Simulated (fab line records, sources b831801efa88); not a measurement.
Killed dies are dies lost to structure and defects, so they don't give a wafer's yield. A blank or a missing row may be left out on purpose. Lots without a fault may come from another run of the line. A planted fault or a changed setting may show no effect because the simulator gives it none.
Chamber matching | flow gf180mcu | GF_CONTACT_CMP_27 on cmp-01: 4 sister chambers
The step polishes, stops on SiO2, t overpolish 15 s, target thk 0 nm. 4 wafers are shown with their chamber, then 9 later ones without.

WAFERS WITH THEIR CHAMBER
wafer  | chamber | motor_current_A (A)
L847.3 | 2       | 10.6
L854.5 | 1       | 12.0
L857.2 | 0       | 11.1
L857.5 | 3       | 10.8

WAFERS WITHOUT THEIR CHAMBER
wafer  | motor_current_A (A)
L858.2 | 11.0
L858.3 | 10.9
L858.4 | 11.3
L859.2 | 10.8
L859.4 | 11.7
L859.6 | 10.7
L860.3 | 10.4
L860.5 | 10.3
L860.6 | 10.7

WHICH CHAMBER EACH WENT THROUGH
wafer  | from the rows above          | in truth
L858.2 | can't be placed: 0 or 3 or 2 | 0
L858.3 | can't be placed: 3 or 0 or 2 | 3
L858.4 | can't be placed: 0 or 3      | 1
L859.2 | can't be placed: 3 or 2 or 0 | 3
L859.4 | can't be placed: 1 or 0      | 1
L859.6 | can't be placed: 2 or 3 or 0 | 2
L860.3 | can't be placed: 2 or 3      | 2
L860.5 | can't be placed: 2 or 3      | 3
L860.6 | can't be placed: 2 or 3 or 0 | 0
Placed correctly: 0 of 9. Can't be placed from these rows: 9 (the true chamber is among the candidates in 8). Placed wrongly: 0.
How it was worked out, from the rows above alone: a wafer's distance from a chamber is the root of the sum, over the readings, of the square of ((its reading less the chamber's mean) divided by the reading's scatter). The wafer belongs to the nearest chamber; if the next one is less than 2 further off, it can't be placed. A chamber's mean is the mean of its shown wafers. The scatter: with one shown wafer a chamber, the root of the mean of the squares of how far each hidden wafer lies from its nearest shown one.
